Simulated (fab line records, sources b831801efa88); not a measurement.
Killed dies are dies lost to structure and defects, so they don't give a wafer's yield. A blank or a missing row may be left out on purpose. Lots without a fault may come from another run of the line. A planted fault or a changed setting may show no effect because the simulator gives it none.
fab line records | flow sfq_line
record lots=7 wafers=21 last_day=77
route steps=325 shown I7@309 M8@311
lots that met no fault: from a run of the same line without faults
start_h: hours from the record's first day to the start of the lot's first wafer shown | wait_h: hours since the lot's step before | " the same as in the row above | L1.1+2: a row that stands for several wafers | - no value, or no start given | * or withheld: withheld | < > ~ a bound
route shown NAME@n: a module of which the file shows steps, and the number in the route of the first | usual: mean/standard deviation of fault-free wafers | same: alike in all rows | chamber/n: place in a boat | sites: the reading at each site | _std_site: their standard deviation | _edge_site: outer sites' mean less inner sites' | radius_mm: how far each site lies from the wafer's centre | mask NAME#n: copy n | behind: the tool/chamber that last shaped the wafer | hold: why the lot was held/for how many hours/how that ended | device: the transistor (n, p or np) that didn't switch | end of line: the same wafers' tests at the end of the route | a step without rows: its recipe alone | killed: dies lost to structure and defects at the first sort, not the wafer's yield | map: a wafer's dies, x killed, . not, _ none there
set.NAME: the setting as run; set.NAME@STEP: as run at that earlier step | model.NAME: the simulator's own value behind a step, which no gauge read
lots at some steps of the route; a table a step, a row a wafer
services: from which hour (start_h, from the record's first day; less than 0 if before it) a tool's chamber was out of use, for how many hours, and why
## steps
# step SFQ_TRILAYER_I7_VIA_STRIP_STRIP_191
# recipe gas=O2 power_w=200 platen_temp_c=40 overash_fraction=0.65 chemistry=O2 pressure_mtorr=50
# usual drypump_motor_current_A=5.7/0.42 oes_product_au=1.009/0.012
# columns lot.wafer tool chamber start_h wait_h drypump_motor_current_A oes_product_au rf_hours_counter_h
L109.2 rie_metal-03 0 1646.24 - 5.1 1.015 34
L109.4 " 0 " " 5.1 1.016 -
L109.5 " 1 " " 5.3 1.015 -
L112.4 rie_metal-04 0 1679.34 - 6.0 1.031 -
L112.5 " 0 " " 6.0 1.023 -
L112.6 " 0 " " 6.0 1.027 -
L117.1 rie_metal-02 0 1712.47 - 6.3 1.022 87
L117.2 " 1 " " 5.6 0.994 105
L117.4 " 0 " " 6.3 1.009 -
L118.3 rie_metal-02 0 1717.47 - 6.3 1.011 -
L118.4 " 1 " " 5.6 1.003 -
L118.5 " 0 " " 6.3 1.013 -
L119.1 rie_metal-04 0 1725.63 - 6.0 1.010 37
L119.3 " 0 " " 6.0 1.014 -
L119.4 " 1 " " 5.9 1.000 -
L121.2 rie_metal-04 0 1730.43 - 6.0 1.021 38
L121.3 " 1 " " 5.8 1.003 -
L121.4 " 0 " " 6.0 1.017 -
L130.1 rie_metal-02 1 1768.95 - 5.6 0.991 112
L130.3 " 1 " " 5.6 0.996 -
L130.4 " 0 " " 6.3 0.997 -
# step SFQ_TRILAYER_I7_VIA_STRIP_SOLV_CLEAN_192
# recipe chemistry=NMP temp_c=70 time_s=600
# step SFQ_TRILAYER_M8_LITHO_LOR_COAT_197
# recipe resist=lift-off spin_rpm=3000
# step SFQ_TRILAYER_M8_LITHO_LOR_BAKE_198
# recipe resist=lift-off temp_c=withheld time_s=withheld
# step SFQ_TRILAYER_M8_LITHO_COAT_193
# recipe resist=KrF spin_rpm=3000 resist_thk_nm=600
# step SFQ_TRILAYER_M8_LITHO_SOFTBAKE_199
# recipe temp_c=withheld time_s=withheld resist=KrF
# step SFQ_TRILAYER_M8_LITHO_EXPOSE_194
# recipe mask_id=M8 na=0.6 source_shape=conventional sigma_outer=0.65 target_cd_nm=2000 dose_mj=14.4
# step SFQ_TRILAYER_M8_LITHO_PEB_196
# recipe peb_temp_c=115 peb_time_s=60 resist=KrF
# step SFQ_TRILAYER_M8_LITHO_DEVELOP_195
# recipe img_clear_s=15 time_s=55 resist=KrF
# step SFQ_M8_OVL_MEAS_948
# usual M8_OVL=-1/5.3
# columns lot.wafer tool chamber start_h wait_h M8_OVL[nm]
L109.2 overlay-02 - 1668.28 0.1 9
L109.4 " - " " 7
L109.5 " - " " 3
L112.4 overlay-02 - 1693.05 0.1 -3
L112.5 " - " " 0
L112.6 " - " " -5
L117.1 overlay-01 - 1720.63 0.1 -8
L117.2 " - " " -2
L117.4 " - " " -6
L118.3 overlay-02 - 1726.74 0.1 -4
L118.4 " - " " -5
L118.5 " - " " -3
L119.1 overlay-02 - 1731.53 0.1 2
L119.3 " - " " 2
L119.4 " - " " 8
L121.2 overlay-02 - 1736.33 0.1 -1
L121.3 " - " " -3
L121.4 " - " " -5
L130.1 overlay-02 - 1840.56 0.1 0
L130.3 " - " " -5
L130.4 " - " " 8
# step SFQ_TRILAYER_M8_DEP_EVAP_197
# recipe material=Ti angular_spread_deg=1 target_thk_nm=20 time_s=100 power_w=2000
# step SFQ_TRILAYER_M8_DEP_EVAP_198
# recipe material=Pt angular_spread_deg=1 target_thk_nm=50 time_s=250 power_w=2000
# step SFQ_TRILAYER_M8_DEP_EVAP_196
# recipe material=Au angular_spread_deg=1 target_thk_nm=180 time_s=900 power_w=2000
# columns lot.wafer tool chamber start_h wait_h model.Au_of_TRILAYER_M8_DEP_EVAP_196.thk_nm
L109.2+5 pvd_sputter-01 - 1668.54 0.1 178.2
L109.4 " - " " 178.3
L112.4 pvd_sputter-02 - 1693.29 0.1 178.9
L112.5 " - " " 181.7
L112.6 " - " " 181.2
L117.1 pvd_sputter-01 - 1720.89 0.1 225.1
L117.2 " - " " 225.8
L117.4 " - " " 223.9
L118.3 pvd_sputter-02 - 1726.99 0.1 180.3
L118.4 " - " " 180.4
L118.5 " - " " 179.1
L119.1 pvd_sputter-01 - 1731.79 0.1 223.2
L119.3 " - " " 225
L119.4 " - " " 220.7
L121.2 pvd_sputter-01 - 1736.59 0.1 218.4
L121.3 " - " " 222.9
L121.4 " - " " 224.2
L130.1 pvd_sputter-02 - 1840.82 0.1 178.7
L130.3 " - " " 180.2
L130.4 " - " " 183.5
# step SFQ_M8_RS_MEAS_949
# recipe thk_meas_gauge=four-point-probe reads=Au_of_TRILAYER_M8_DEP_EVAP_196+Pt_of_TRILAYER_M8_DEP_EVAP_198+Ti_of_TRILAYER_M8_DEP_EVAP_197
# usual M8_AU_RS=0.1537/0.002
# columns lot.wafer tool chamber start_h wait_h M8_AU_RS[ohm/sq]
L109.2 film_metro-01 - 1669.08 0.3 0.1556
L109.4 " - " " 0.1549
L109.5 " - " " 0.1554
L112.4 film_metro-02 - 1693.87 0.3 0.1546
L112.5 " - " " 0.1520
L112.6 " - " " 0.1527
L117.1 film_metro-04 - 1721.41 0.3 0.1227
L117.2 " - " " 0.1221
L117.4 " - " " 0.1232
L118.3 film_metro-02 - 1727.55 0.3 0.1537
L118.4 " - " " 0.1538
L118.5 " - " " 0.1544
L119.1 film_metro-01 - 1732.31 0.3 0.1232
L119.3 " - " " 0.1228
L119.4 " - " " 0.1249
L121.2 film_metro-02 - 1737.13 0.3 0.1263
L121.3 " - " " 0.1239
L121.4 " - " " 0.1234
L130.1 film_metro-04 - 1841.34 0.3 0.1551
L130.3 " - " " 0.1537
L130.4 " - " " 0.1507
# step SFQ_M8_THK_MEAS_950
# recipe thk_meas_gauge=xrf reads=Au_of_TRILAYER_M8_DEP_EVAP_196
# usual M8_AU_THK=176.5/2.3
# columns lot.wafer tool chamber start_h wait_h M8_AU_THK[nm]
L109.2 film_metro-01 - 1669.19 0.1 174.2
L109.4 " - " " 174.6
L109.5 " - " " 174.1
L112.4 film_metro-02 - 1693.96 0.1 175.2
L112.5 " - " " 178.1
L112.6 " - " " 178.2
L117.1 film_metro-04 - 1721.53 0.1 222.0
L117.2 " - " " 222.4
L117.4 " - " " 220.6
L118.3 film_metro-02 - 1727.65 0.1 176.6
L118.4 " - " " 175.5
L118.5 " - " " 175.8
L119.1 film_metro-01 - 1732.43 0.1 218.4
L119.3 " - " " 219.7
L119.4 " - " " 215.2
L121.2 film_metro-02 - 1737.24 0.1 214.1
L121.3 " - " " 217.6
L121.4 " - " " 219.1
L130.1 film_metro-04 - 1841.46 0.1 176.3
L130.3 " - " " 177.2
L130.4 " - " " 181.0
# step SFQ_TRILAYER_M8_LIFTOFF_LIFTOFF_197
# recipe temp_c=80 time_s=600 chemistry=NMP
# step SFQ_M8_BOW_MEAS_951
# recipe mode=bow
# usual M8_BOW=5/12
# columns lot.wafer tool chamber start_h wait_h M8_BOW[um] model.etest.i7.link_ohm model.etest.m8.ohm_sq
L109.2 film_metro-04 - 1669.43 0.0 -14 1.042 0.1554
L109.4 " - " " -22 1.032 0.1553
L109.5 " - " " -13 1.04 0.1554
L112.4 film_metro-01 - 1694.22 0.1 13 1.065 0.1548
L112.5 " - " " 9 1.06 0.1524
L112.6 " - " " 5 1.056 0.1528
L117.1 film_metro-02 - 1721.76 0.0 -6 1.015 0.123
L117.2 " - " " -6 1.001 0.1226
L117.4 " - " " 2 1.004 0.1237
L118.3 film_metro-01 - 1727.90 0.0 11 1.06 0.1535
L118.4 " - " " 3 1.065 0.1535
L118.5 " - " " 8 1.05 0.1546
L119.1 film_metro-01 - 1732.68 0.0 -7 1.027 0.1241
L119.3 " - " " -12 1.008 0.1231
L119.4 " - " " -3 1.012 0.1255
L121.2 film_metro-04 - 1737.48 0.0 -1 1.016 0.1268
L121.3 " - " " 8 0.9981 0.1242
L121.4 " - " " -11 1.018 0.1235
L130.1 film_metro-01 - 1841.87 0.0 -4 1.056 0.1549
L130.3 " - " " 11 1.058 0.1537
L130.4 " - " " 0 1.047 0.1509
## services
# columns tool chamber start_h hours kind
pvd_sputter-01 - 1632.00 3.4 repair
rie_metal-02 - 1632.57 2.8 pm
rie_metal-03 - 1636.12 0.2 repair
rie_metal-04 1 1661.55 25.4 repair
rie_metal-04 - 1666.38 0.6 repair
pvd_sputter-02 - 1695.96 0.9 repair
## key
first_sign step=SFQ_M8_RS_MEAS_949 reading=M8_AU_RS direction=down sigmas=15 usual=0.1537 struck=0.1236
effect step=SFQ_M8_THK_MEAS_950 reading=M8_AU_THK direction=up sigmas=18 usual=176.5 struck=218.8
model_effect step=SFQ_TRILAYER_M8_DEP_EVAP_196 value=Au_of_TRILAYER_M8_DEP_EVAP_196.thk_nm without=182.1 struck=223.2
model_effect step=SFQ_M8_BOW_MEAS_951 value=etest.i7.link_ohm without=1.04 struck=1.011
met_at SFQ_TRILAYER_M8_DEP_EVAP_196
struck_wafers L117.1,L117.2,L117.4,L119.1,L119.3,L119.4,L121.2,L121.3,L121.4
onset_between 1668.54 1720.89
fault kind=process_parameter_drift tool=pvd_sputter-01 chamber=- onset_h=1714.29 steps=SFQ_TRILAYER_M8_DEP_EVAP_196 channel=target_thk_nm offset=41.124 shape=step end_h=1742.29 acts_in=these_recipes_only stated=180
